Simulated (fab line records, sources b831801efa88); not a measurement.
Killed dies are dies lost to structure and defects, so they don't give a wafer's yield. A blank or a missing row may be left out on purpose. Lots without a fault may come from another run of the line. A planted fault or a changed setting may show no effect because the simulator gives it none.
fab line records | flow gf180mcu
record lots=7 wafers=21 last_day=34
route steps=602 shown MIM@523 M5@526
lots that met no fault: from a run of the same line without faults
start_h: hours from the record's first day to the start of the lot's first wafer shown | wait_h: hours since the lot's step before | " the same as in the row above | L1.1+2: a row that stands for several wafers | - no value, or no start given | * or withheld: withheld | < > ~ a bound
route shown NAME@n: a module of which the file shows steps, and the number in the route of the first | usual: mean/standard deviation of fault-free wafers | same: alike in all rows | chamber/n: place in a boat | sites: the reading at each site | _std_site: their standard deviation | _edge_site: outer sites' mean less inner sites' | radius_mm: how far each site lies from the wafer's centre | mask NAME#n: copy n | behind: the tool/chamber that last shaped the wafer | hold: why the lot was held/for how many hours/how that ended | device: the transistor (n, p or np) that didn't switch | end of line: the same wafers' tests at the end of the route | a step without rows: its recipe alone | killed: dies lost to structure and defects at the first sort, not the wafer's yield | map: a wafer's dies, x killed, . not, _ none there
set.NAME: the setting as run; set.NAME@STEP: as run at that earlier step | model.NAME: the simulator's own value behind a step, which no gauge read
lots at some steps of the route; a table a step, a row a wafer
services: from which hour (start_h, from the record's first day; less than 0 if before it) a tool's chamber was out of use, for how many hours, and why
## steps
# step GF_MIM_STRIP_20
# recipe chemistry=O2/N2 power_w=1400 pressure_mtorr=1500 platen_temp_c=250 o2_flow_sccm=3000 n2_flow_sccm=300 overash_fraction=0.5
# usual drypump_motor_current_A=5.9/0.48 heater_power_w=312/40 oes_product_au=0.691/0.0043 strip_time_to_endpoint_s=11.22/0.035
# columns lot.wafer tool chamber start_h wait_h drypump_motor_current_A heater_power_w oes_product_au rf_hours_counter_h strip_time_to_endpoint_s
L602.2 plasma_asher-03 0 594.07 0.1 6.2 243 0.698 99 11.30
L602.5 " 0 " " 6.2 255 0.692 - 11.28
L602.6 " 1 " " 6.5 360 0.695 - 11.26
L614.2 plasma_asher-03 1 686.85 0.0 6.5 362 0.692 109 11.22
L614.4 " 0 " " 6.3 247 0.691 - 11.25
L614.5 " 0 " " 6.2 252 0.690 - 11.24
L615.1 plasma_asher-03 0 688.48 0.1 6.3 250 0.691 110 11.23
L615.4 " 0 " " 6.2 252 0.693 - 11.17
L615.6 " 0 " " 6.2 250 0.693 - 11.23
L616.2 plasma_asher-04 1 699.85 0.0 5.3 321 0.683 92 11.16
L616.3 " 0 " " 6.3 289 0.692 - 11.17
L616.6 " 0 " " 6.3 302 0.697 - 11.16
L619.2 plasma_asher-04 1 719.13 0.1 5.3 315 0.697 94 11.19
L619.4 " 1 " " 5.3 318 0.695 - 11.16
L619.6 " 0 " " 6.3 311 0.683 - 11.20
L622.3 plasma_asher-04 0 736.29 0.1 6.3 307 0.692 - 11.18
L622.4 " 1 " " 5.3 323 0.686 - 11.20
L622.5 " 1 " " 5.3 325 0.695 - 11.20
L624.3 plasma_asher-04 0 748.84 0.1 6.3 300 0.688 - 11.22
L624.4 " 1 " " 5.3 318 0.692 - 11.26
L624.5 " 0 " " 6.3 297 0.693 - 11.23
# step GF_MIM_STRIP_21
# recipe chemistry=post_etch_residue_remover time_s=1200 temp_c=72.5
# step GF_MIM_CLEAN_22
# recipe chemistry=DIW dry=n2_spin
# step GF_M5_DEHYDRATE_00
# recipe temp_c=200 time_s=60
# step GF_M5_HMDS_01
# recipe prime_time_s=60 prime_temp_c=120
# step GF_M5_COAT_02
# recipe resist=KrF spin_rpm=withheld resist_thk_nm=1000
# step GF_M5_SOFTBAKE_03
# recipe temp_c=130 time_s=60 resist=KrF
# step GF_M5_EXPOSE_04
# recipe mask_id=Metal5 target_cd_nm=280 na=0.68 source_shape=conventional sigma_outer=0.6 dose_mj=28
# step GF_M5_PEB_05
# recipe peb_temp_c=135 peb_time_s=90 resist=KrF
# step GF_M5_DEVELOP_06
# recipe develop_time_s=60 dev_temp_c=21
# step GF_M5_CD_MEAS_07
# recipe target_cd_nm=280
# usual cd_nm=280.2/1.1
# columns lot.wafer tool chamber start_h wait_h cd_nm
L602.2 cd_sem-02 - 615.30 0.1 278.7
L602.5 " - " " 278.2
L602.6 " - " " 278.7
L614.2 cd_sem-01 - 706.02 0.1 279.3
L614.4 " - " " 278.3
L614.5 " - " " 278.5
L615.1 cd_sem-02 - 707.59 0.1 280.9
L615.4 " - " " 281.1
L615.6 " - " " 280.5
L616.2 cd_sem-01 - 718.11 0.1 281.1
L616.3 " - " " 282.8
L616.6 " - " " 282.0
L619.2 cd_sem-01 - 736.86 0.1 279.4
L619.4 " - " " 279.8
L619.6 " - " " 279.1
L622.3 cd_sem-01 - 753.43 0.1 281.9
L622.4 " - " " 281.5
L622.5 " - " " 280.5
L624.3 cd_sem-01 - 765.93 0.1 280.6
L624.4 " - " " 280.8
L624.5 " - " " 280.7
# step GF_M5_OVL_MEAS_08
# usual M5_OVL=-5/4.8
# columns lot.wafer tool chamber start_h wait_h M5_OVL[nm]
L602.2 overlay-02 - 615.41 0.1 -4
L602.5 " - " " -2
L602.6 " - " " -7
L614.2 overlay-01 - 706.13 0.1 -10
L614.4 " - " " -13
L614.5 " - " " -4
L615.1 overlay-02 - 707.71 0.1 -4
L615.4 " - " " -3
L615.6 " - " " -1
L616.2 overlay-02 - 718.21 0.1 -9
L616.3 " - " " -4
L616.6 " - " " -4
L619.2 overlay-01 - 736.96 0.1 -4
L619.4 " - " " -6
L619.6 " - " " -3
L622.3 overlay-02 - 753.52 0.1 -2
L622.4 " - " " -4
L622.5 " - " " -2
L624.3 overlay-01 - 766.02 0.1 -6
L624.4 " - " " -4
L624.5 " - " " -6
# step GF_M5_ETCH_09
# recipe chemistry=CF4/O2 target=Si3N4 target_depth_nm=52 source_w=800 bias_w=150 pressure_mtorr=150 cf4_flow_sccm=80 O2_flow_sccm=10 time_s=11.6
# usual O2_flow_sccm=10.00/0.032 bias_w=150.0/0.43 drypump_motor_current_A=5.6/0.36 oes_product_au=1.000/0.0072 throttle_valve_pct=5.971/0.0091 time_s=11.6/0
# columns lot.wafer tool chamber start_h wait_h O2_flow_sccm bias_w drypump_motor_current_A oes_product_au rf_hours_counter_h throttle_valve_pct time_s model.KrF_of_M5_COAT_02.thk_nm
L602.2 rie_diel-02 2 615.44 0.0 10.03 150.3 6.1 0.995 1 5.966 11.6 951
L602.5 " 2 " " 10.06 150.2 6.1 0.999 - 5.970 11.6 951.1
L602.6 " 3 " " 10.00 151.0 5.3 1.013 - 5.981 11.6 949.9
L614.2 rie_diel-03 0 706.16 0.0 - - - - - - - 988.3
L614.4 " 3 " " - - - - - - - 986.5
L614.5 " 3 " " - - - - - - - 986.6
L615.1 rie_diel-01 2 707.74 0.0 - - - - - - - 990.3
L615.4 " 0 " " - - - - - - - 988.1
L615.6 " 1 " " - - - - - - - 985.5
L616.2 rie_diel-02 3 718.24 0.0 - - - - - - - 987.8
L616.3 " 1 " " - - - - - - - 985.2
L616.6 " 2 " " - - - - - - - 986
L619.2 rie_diel-01 2 736.99 0.0 9.99 150.2 5.9 0.988 11 5.972 11.6 956
L619.4 " 1 " " 10.07 150.1 5.9 1.002 6 5.964 11.6 953.5
L619.6 " 2 " " 10.02 149.7 5.9 0.998 - 5.975 11.6 950.5
L622.3 rie_diel-02 3 753.54 0.0 9.97 149.0 5.3 1.018 16 5.968 11.6 948.6
L622.4 " 2 " " 10.00 150.2 6.2 1.007 - 5.963 11.6 945.2
L622.5 " 3 " " 9.95 149.1 5.3 1.015 - 6.000 11.6 948.9
L624.3 rie_diel-03 0 766.04 0.0 9.98 150.2 5.7 1.009 27 5.985 11.6 954.1
L624.4 " 2 " " 10.02 149.9 5.2 1.008 14 5.961 11.6 951.4
L624.5 " 1 " " 10.08 149.9 5.4 1.006 - 5.978 11.6 951.3
# step GF_M5_METAL_ETCH_10
# recipe chemistry=Cl2/BCl3 mask_material=KrF target_depth_nm=627.5 stop_on=SiO2 pressure_mtorr=8 icp_w=800 bias_w=140 Cl2_flow_sccm=80 bcl3_flow_sccm=40 time_s=104.6
# usual bcl3_flow_sccm=40.00/0.11 bias_w=140.0/0.43 drypump_motor_current_A=5.95/0.22 oes_product_au=0.972/0.0058 throttle_valve_pct=28.250/0.011
# same time_s=104.6
# columns lot.wafer tool chamber start_h wait_h bcl3_flow_sccm bias_w drypump_motor_current_A oes_product_au rf_hours_counter_h throttle_valve_pct model.KrF_of_M5_COAT_02.thk_nm
L602.2 rie_metal-04 0 615.46 0.0 39.92 140.3 5.97 0.977 3.7 28.251 702
L602.5 " 1 " " 40.08 139.8 5.70 0.970 - 28.253 696.3
L602.6 " 0 " " 39.93 140.2 5.97 0.975 - 28.249 701
L614.2 rie_metal-01 0 706.18 0.0 40.11 140.6 6.33 0.975 6.1 28.253 739.4
L614.4 " 0 " " 40.07 140.7 6.32 0.968 - 28.241 736.8
L614.5 " 0 " " 40.13 140.3 6.34 0.969 - 28.239 736.9
L615.1 rie_metal-04 1 707.77 0.0 40.14 140.8 5.72 0.973 10.3 28.262 738.9
L615.4 " 1 " " 40.11 140.7 5.71 0.973 - 28.249 737.5
L615.6 " 0 " " 39.98 139.9 5.94 0.979 - 28.235 734.6
L616.2 rie_metal-02 0 718.30 0.0 39.97 139.8 6.15 0.969 - 28.252 736.2
L616.3 " 0 " " 40.09 140.1 6.16 0.965 - 28.263 733.7
L616.6 " 0 " " 40.06 139.9 6.15 0.970 - 28.257 733.2
L619.2 rie_metal-01 1 737.02 0.0 39.98 139.6 5.64 0.976 5.0 28.251 702.7
L619.4 " 1 " " 39.89 140.2 5.64 0.973 - 28.247 700.7
L619.6 " 1 " " 40.02 140.4 5.64 0.973 - 28.246 698.6
L622.3 rie_metal-04 0 753.60 0.0 40.07 139.8 5.96 0.967 - 28.248 701.4
L622.4 " 1 " " 40.03 140.3 5.72 0.973 - 28.233 694
L622.5 " 1 " " 39.84 140.6 5.72 0.982 - 28.249 696
L624.3 rie_metal-04 0 766.10 0.0 39.97 139.8 5.95 0.973 - 28.233 704.4
L624.4 " 1 " " 39.86 139.3 5.71 0.971 - 28.246 698.2
L624.5 " 1 " " 40.10 139.7 5.71 0.989 - 28.250 698.4
# step GF_M5_STRIP_11
# recipe chemistry=O2/N2 power_w=1400 pressure_mtorr=1500 platen_temp_c=250 o2_flow_sccm=3000 n2_flow_sccm=300 overash_fraction=0.5
# usual drypump_motor_current_A=5.6/0.42 heater_power_w=317/40 oes_product_au=0.544/0.0043 strip_time_to_endpoint_s=7.54/0.03
# columns lot.wafer tool chamber start_h wait_h drypump_motor_current_A heater_power_w oes_product_au rf_hours_counter_h strip_time_to_endpoint_s
L602.2 plasma_asher-02 1 615.57 0.1 5.9 272 0.541 16 7.56
L602.5 " 1 " " 5.9 259 0.552 - 7.49
L602.6 " 0 " " 5.3 378 0.546 - 7.54
L614.2 plasma_asher-01 0 706.29 0.1 5.6 273 0.561 59 7.94
L614.4 " 0 " " 5.5 285 0.561 - 7.89
L614.5 " 0 " " 5.5 283 0.559 - 7.89
L615.1 plasma_asher-01 0 707.88 0.1 5.5 287 0.567 59 7.90
L615.4 " 1 " " 5.0 348 0.555 - 7.90
L615.6 " 0 " " 5.5 280 0.560 - 7.86
L616.2 plasma_asher-02 1 718.49 0.1 5.9 273 0.553 29 7.90
L616.3 " 0 " " 5.4 377 0.556 - 7.85
L616.6 " 1 " " 5.9 264 0.558 - 7.84
L619.2 plasma_asher-04 1 737.13 0.1 5.3 316 0.547 96 7.56
L619.4 " 1 " " 5.3 323 0.541 - 7.54
L619.6 " 0 " " 6.4 306 0.544 - 7.51
L622.3 plasma_asher-02 0 753.71 0.1 5.3 387 0.545 - 7.54
L622.4 " 1 " " 6.0 257 0.547 - 7.47
L622.5 " 0 " " 5.4 400 0.547 - 7.49
L624.3 plasma_asher-04 1 766.21 0.1 5.3 315 0.543 - 7.59
L624.4 " 0 " " 6.4 300 0.546 - 7.53
L624.5 " 0 " " 6.3 309 0.548 - 7.53
# step GF_M5_STRIP_12
# recipe chemistry=post_etch_residue_remover time_s=1200 temp_c=72.5
## services
# columns tool chamber start_h hours kind
rie_diel-01 - 577.20 14.6 pm
plasma_asher-02 - 580.96 28.1 pm
rie_metal-04 - 586.69 1.0 repair
rie_diel-03 1 616.49 27.2 repair
rie_diel-02 3 616.61 3.6 repair
rie_metal-04 0 625.40 8.5 repair
rie_diel-02 3 630.17 5.3 repair
rie_diel-03 3 633.58 1.2 repair
plasma_asher-01 - 638.33 5.4 repair
plasma_asher-03 - 645.74 0.7 repair
rie_diel-03 - 661.00 0.5 repair
rie_diel-02 0 662.18 2.2 repair
plasma_asher-02 - 666.65 0.3 repair
rie_diel-01 2 672.78 29.8 repair
plasma_asher-03 - 676.26 4.2 repair
plasma_asher-03 - 704.25 30.8 repair
rie_metal-02 1 705.14 16.0 repair
plasma_asher-04 - 705.93 1.4 repair
rie_diel-01 0 715.68 19.7 repair
rie_metal-04 1 715.73 4.7 repair
rie_diel-03 0 734.39 4.2 repair
plasma_asher-03 - 735.04 9.0 pm
plasma_asher-03 0 735.04 9.0 vent_cycle
rie_diel-02 - 765.81 14.6 pm
## key
first_sign step=GF_M5_ETCH_09 reading=tool_record direction=missing
effect step=GF_M5_STRIP_11 reading=strip_time_to_endpoint_s direction=up sigmas=11 usual=* struck=*
model_effect step=GF_M5_ETCH_09 value=KrF_of_M5_COAT_02.thk_nm without=952.5 struck=987.1
model_effect step=GF_M5_METAL_ETCH_10 value=KrF_of_M5_COAT_02.thk_nm without=701.7 struck=736.4
met_at GF_M5_ETCH_09
struck_wafers L614.2,L614.4,L614.5,L615.1,L615.4,L615.6,L616.2,L616.3,L616.6
later_rows_left_out L614.2,L614.4,L614.5,L615.1,L615.4,L615.6,L616.2,L616.3,L616.6
sort_left_out L614.2,L614.4,L614.5,L615.1,L615.4,L615.6,L616.2,L616.3,L616.6
onset_between 615.44 706.16
fault kind=skipped_step_whole tool=rie_diel-01,rie_diel-02,rie_diel-03 chamber=- onset_h=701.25 steps=GF_M5_ETCH_09 scope=struck_lots_only
# sort_left_out: the simulated sort isn't trusted on such a fault, so these wafers' sort isn't shown, and their yield isn't known
# later_rows_left_out: the simulator's readings of these wafers behind a module that went badly wrong aren't trusted and aren't shown, but for the sort
